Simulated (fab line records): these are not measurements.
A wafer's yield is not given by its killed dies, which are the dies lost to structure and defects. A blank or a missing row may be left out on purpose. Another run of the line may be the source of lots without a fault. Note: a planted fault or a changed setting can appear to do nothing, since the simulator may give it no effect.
fab line records | flow sky130
record: lots: 12 wafers: 35 last_day: 50
route steps=708 shown METAL5@663 PAD_OPEN@708
lots that met no fault: from a run of the same line without faults
start_h: the number of hours between the record's first day and the start of the first shown wafer of the lot | wait_h: how many hours have passed since the lot's step before this one | " repeats the value in the row above | L1.1+2: a single row standing in for several wafers | - value missing, or start not given | * or withheld: withheld | < > ~ a bound
route shown NAME@n: NAME is a module with steps in the file, n the number in the route of the first one | usual: average and standard deviation across the fault-free wafers | same: alike in all rows | chamber/n: place in a boat | sites: readings site by site | _std_site: their standard deviation | _edge_site: outer sites' mean less inner sites' | radius_mm: for every site, how far away it sits from the centre of the wafer | mask NAME#n: copy n | behind: the last tool/chamber to shape the wafer | hold: reason for holding the lot/hours on hold/outcome of the hold | device: which transistor (n, p or np) failed to switch | end of line: tests of these same wafers at the route's end | a step with no rows: only its recipe | killed: not the wafer's yield, but the dies lost to structure and defects at the first sort | map: the dies of a wafer, with x for killed, . for not killed, _ for no die there
set.NAME: the setting as run; set.NAME@STEP: as run at that earlier step | model.NAME: the simulator's own value behind a step, which no gauge read
route steps across a sampled set of lots; one table per step, one row per wafer
services: the hour from which a tool's chamber was out of use, counted from the record's first day as start_h (under 0 if before that day), plus the number of hours and why
== steps ==
step: SKY_METAL5_SPUTTER_02
recipe: material: AlCu target_thk_nm: 1150 power_w: 10600 time_s: 61.2 chamber_pressure_pa: 0.4
usual: throttle_valve_pct: 30.2/0.84
columns lot.wafer tool chamber start_h wait_h throttle_valve_pct
L502.4 pvd_sputter-01 - 1006.60 0.0 32.1
L502.5 " - " " 29.9
L502.6 " - " " 29.1
L505.1 pvd_sputter-04 - 1026.60 0.0 30.9
L505.3 " - " " 29.3
L505.5 " - " " 30.2
L506.2 pvd_sputter-01 - 1033.95 0.0 29.1
L506.4 " - " " 32.3
L506.6 " - " " 29.0
L507.2 pvd_sputter-04 - 1045.18 0.0 31.0
L507.4 " - " " 30.2
L507.6 " - " " 29.8
L509.4 pvd_sputter-02 - 1062.61 0.0 28.8
L509.5 " - " " 29.9
L509.6 " - " " 31.3
L513.2 pvd_sputter-04 - 1082.10 0.0 29.9
L513.3 " - " " 29.4
L515.2 pvd_sputter-04 - 1098.17 0.0 30.2
L515.4 " - " " 29.3
L515.5 " - " " 30.7
L518.2 pvd_sputter-02 - 1110.40 0.0 29.7
L518.4 " - " " 28.9
L518.6 " - " " 29.6
L519.1 pvd_sputter-01 - 1124.11 0.0 31.9
L519.2 " - " " 30.9
L519.3 " - " " 29.1
L520.3 pvd_sputter-01 - 1133.15 0.0 32.1
L520.4 " - " " 30.6
L520.5 " - " " 30.8
L523.4 pvd_sputter-02 - 1138.81 0.0 28.8
L523.5 " - " " 29.5
L523.6 " - " " 30.0
L524.1 pvd_sputter-02 - 1142.79 0.0 30.1
L524.4 " - " " 29.9
L524.6 " - " " 29.6
step: SKY_METAL5_RS_MEAS_05
recipe: thk_meas_gauge: four-point-probe reads: TiN_of_METAL5_SPUTTER_04+Ti_of_METAL5_SPUTTER_03+AlCu_of_METAL5_SPUTTER_02+TiN_of_METAL5_SPUTTER_01+Ti_of_METAL5_SPUTTER_00
usual: METAL5_ALCU_RS: 0.027/0.00024
columns lot.wafer tool chamber start_h wait_h METAL5_ALCU_RS[ohm/sq]
L502.4 film_metro-03 - 1006.78 0.1 0.0275
L502.5 " - " " 0.02725
L502.6 " - " " 0.02723
L505.1 film_metro-02 - 1026.71 0.0 0.0269
L505.3 " - " " 0.02693
L505.5 " - " " 0.02726
L506.2 film_metro-03 - 1034.08 0.0 0.0267
L506.4 " - " " 0.02724
L506.6 " - " " 0.02682
L507.2 film_metro-02 - 1045.32 0.0 0.0267
L507.4 " - " " 0.02673
L507.6 " - " " 0.02691
L509.4 film_metro-02 - 1062.79 0.1 0.02713
L509.5 " - " " 0.02705
L509.6 " - " " 0.02711
L513.2 film_metro-02 - 1082.24 0.0 0.0268
L513.3 " - " " 0.02342
L515.2 film_metro-02 - 1098.31 0.0 0.02691
L515.4 " - " " 0.02326
L515.5 " - " " 0.02681
L518.2 film_metro-02 - 1110.53 0.0 0.02723
L518.4 " - " " 0.02729
L518.6 " - " " 0.02719
L519.1 film_metro-04 - 1124.23 0.0 0.02721
L519.2 " - " " 0.02697
L519.3 " - " " 0.02682
L520.3 film_metro-04 - 1133.30 0.1 0.027
L520.4 " - " " 0.02681
L520.5 " - " " 0.02687
L523.4 film_metro-04 - 1138.99 0.1 0.02697
L523.5 " - " " 0.02694
L523.6 " - " " 0.02728
L524.1 film_metro-04 - 1142.91 0.0 0.02701
L524.4 " - " " 0.02711
L524.6 " - " " 0.02707
step: SKY_METAL5_THK_MEAS_06
recipe: thk_meas_gauge: xrf reads: AlCu_of_METAL5_SPUTTER_02
usual: METAL5_ALCU_THK: 1151/11
columns lot.wafer tool chamber start_h wait_h METAL5_ALCU_THK[nm]
L502.4 film_metro-03 - 1006.87 0.1 1120
L502.5 " - " " 1138
L502.6 " - " " 1140
L505.1 film_metro-02 - 1026.83 0.1 1154
L505.3 " - " " 1149
L505.5 " - " " 1140
L506.2 film_metro-03 - 1034.19 0.1 1169
L506.4 " - " " 1147
L506.6 " - " " 1166
L507.2 film_metro-02 - 1045.43 0.1 1169
L507.4 " - " " 1170
L507.6 " - " " 1156
L509.4 film_metro-02 - 1062.88 0.1 1145
L509.5 " - " " 1150
L509.6 " - " " 1138
L513.2 film_metro-02 - 1082.35 0.1 1154
L513.3 " - " " 1315
L515.2 film_metro-02 - 1098.42 0.1 1154
L515.4 " - " " 1326
L515.5 " - " " 1153
L518.2 film_metro-02 - 1110.64 0.1 1136
L518.4 " - " " 1135
L518.6 " - " " 1141
L519.1 film_metro-04 - 1124.35 0.1 1150
L519.2 " - " " 1164
L519.3 " - " " 1166
L520.3 film_metro-04 - 1133.40 0.1 1156
L520.4 " - " " 1168
L520.5 " - " " 1165
L523.4 film_metro-04 - 1139.08 0.1 1157
L523.5 " - " " 1164
L523.6 " - " " 1148
L524.1 film_metro-04 - 1143.03 0.1 1156
L524.4 " - " " 1149
L524.6 " - " " 1155
step: SKY_METAL5_METAL_ETCH_15
recipe: target_depth_a: 12600 stop_on: SiO2 over_etch_frac: 0.2 time_s: 252 chemistry: Cl2/BCl3 resist_sidewall_deg: 86 pressure_mtorr: 10 icp_w: 900 bias_w: 48.5 Cl2_flow_sccm: 60 bcl3_flow_sccm: 30
usual: drypump_motor_current_A: 5.5/0.37 oes_product_au: 0.894/0.0058 rf_fwd_power_W: 897.5/3 throttle_valve_pct: 22.264/0.0094
same: over_etch_frac: 0.2
columns lot.wafer tool chamber start_h wait_h drypump_motor_current_A oes_product_au rf_fwd_power_W rf_hours_counter_h throttle_valve_pct
L502.4 rie_metal-01 1 1029.35 0.1 5.9 0.905 894.2 - 22.251
L502.5 " 0 " " 5.2 0.892 896.4 - 22.261
L502.6 " 1 " " 5.9 0.896 890.4 - 22.258
L505.1 rie_metal-01 0 1050.39 0.0 5.2 0.901 896.1 6 22.256
L505.3 " 1 " " 5.9 0.897 893.6 - 22.257
L505.5 " 1 " " 5.9 0.896 901.8 - 22.280
L506.2 rie_metal-02 0 1056.45 0.0 5.1 0.881 897.8 14 22.269
L506.4 " 0 " " 5.1 0.900 898.6 - 22.264
L506.6 " 0 " " 5.0 0.895 895.8 - 22.247
L507.2 rie_metal-04 0 1068.14 0.0 5.6 0.902 897.8 19 22.259
L507.4 " 0 " " 5.6 0.887 897.2 - 22.266
L507.6 " 1 " " 5.6 0.902 895.5 - 22.273
L509.4 rie_metal-02 0 1084.22 0.1 5.1 0.887 894.1 - 22.249
L509.5 " 1 " " 6.0 0.893 900.4 - 22.267
L509.6 " 0 " " 5.0 0.893 894.5 - 22.262
L513.2 rie_metal-02 0 1102.20 0.0 5.1 0.890 895.3 16 22.269
L513.3 " 1 " " 6.0 0.955 902.6 - 22.266
L515.2 rie_metal-02 0 1118.62 0.0 5.1 0.901 896.5 18 22.265
L515.4 " 0 " " 5.1 0.966 895.8 - 22.261
L515.5 " 1 " " 6.0 0.895 901.0 - 22.278
L518.2 rie_metal-02 1 1130.62 0.0 6.0 0.886 902.5 22 22.263
L518.4 " 1 " " 6.0 0.896 899.0 - 22.268
L518.6 " 0 " " 5.1 0.889 896.4 - 22.274
L519.1 rie_metal-02 0 1143.70 0.1 5.0 0.887 901.9 20 22.271
L519.2 " 0 " " 5.0 0.895 896.0 - 22.253
L519.3 " 0 " " 5.0 0.900 898.3 - 22.270
L520.3 rie_metal-02 1 1151.62 0.1 6.0 0.890 897.3 - 22.246
L520.4 " 0 " " 5.1 0.895 899.9 - 22.254
L520.5 " 1 " " 6.0 0.888 895.4 - 22.262
L523.4 rie_metal-01 1 1156.98 0.1 5.9 0.902 900.1 - 22.272
L523.5 " 1 " " 5.9 0.885 899.9 - 22.266
L523.6 " 0 " " 5.2 0.907 897.2 - 22.269
L524.1 rie_metal-04 1 1160.79 0.0 5.6 0.891 894.5 24 22.260
L524.4 " 1 " " 5.6 0.890 897.7 - 22.278
L524.6 " 0 " " 5.6 0.894 895.3 - 22.275
step: SKY_PAD_OPEN_PROBE_99
usual: defect_limited_yield: 82.5/2 killed_at_M0_to_M3: 44/7 killed_at_M4_up: 3.0/1.7 killed_at_contacts: 24/5.2 killed_at_front_end: 15/4.8 killed_at_other: 0.2/0.56 killed_dies: 86/9.7 killed_on_rim: 17/4.1 killed_open: 47/7.1 killed_short: 39/6.3 sort_bin_3_pad_short: 0.9/0.4 sort_bin_5_function: 10.3/1.6 sort_bin_6_memory: 6.3/1.2 sort_n_pass: 406/9.7 sort_yield_pct: 82.5/2
same: gross_dies: 492 killed_at_back_side: 0 sort_bin_4_leakage[%]: 0 sort_bin_8_speed[%]: 0
columns lot.wafer tool chamber start_h wait_h defect_limited_yield[%] killed_at_M0_to_M3 killed_at_M4_up killed_at_contacts killed_at_front_end killed_at_other killed_dies killed_on_rim killed_open killed_short sort_bin_3_pad_short[%] sort_bin_5_function[%] sort_bin_6_memory[%] sort_n_pass sort_yield_pct[%]
L513.3 prober-01 - 1144.87 0.2 83.7 30 4 30 16 0 80 12 41 37 0.2 11.2 4.9 412 83.7
killed by level:class
L513.3 LI_CONTACT:geometric_particle:open=10 LI_CONTACT:geometric_particle:short=7 VIA1:geometric_particle:open=7 FIELD_ISO:geometric_particle:open=6 FIELD_ISO:geometric_particle:short=6 CONTACT:geometric_particle:open=6 VIA3:geometric_particle:open=5 VIA2:geometric_particle:short=5
== services ==
columns tool chamber start_h hours kind
pvd_sputter-04 - 992.93 1.3 repair
rie_metal-04 - 1008.66 1.3 repair
rie_metal-04 1 1042.70 9.7 repair
pvd_sputter-04 - 1049.80 10.7 repair
pvd_sputter-04 - 1066.53 0.6 repair
rie_metal-02 0 1069.45 2.6 repair
rie_metal-02 - 1107.97 0.6 repair
rie_metal-04 1 1110.79 17.1 repair
pvd_sputter-04 - 1122.99 1.6 repair
pvd_sputter-01 - 1128.82 1.4 repair
rie_metal-02 1 1138.93 8.5 repair
== key ==
first_sign: step: SKY_METAL5_RS_MEAS_05 reading: METAL5_ALCU_RS direction: down sigmas: 15 usual: 0.027 struck: 0.02334
effect: step: SKY_METAL5_THK_MEAS_06 reading: METAL5_ALCU_THK direction: up sigmas: 16 usual: 1151 struck: 1320
effect: step: SKY_METAL5_METAL_ETCH_15 reading: oes_product_au direction: up sigmas: 11 usual: 0.894 struck: 0.961
met_at SKY_METAL5_SPUTTER_02
struck_lots L513,L515
struck_wafers L513.3,L515.4
onset_between 1045.18 1082.10
fault: kind: process_parameter_drift tool: pvd_sputter-04 chamber: - onset_h: 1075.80 steps: SKY_METAL5_SPUTTER_02 channel: target_thk_nm offset: 178.14 shape: step end_h: 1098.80 scope: struck_wafers_only acts_in: these_recipes_only stated: 1150
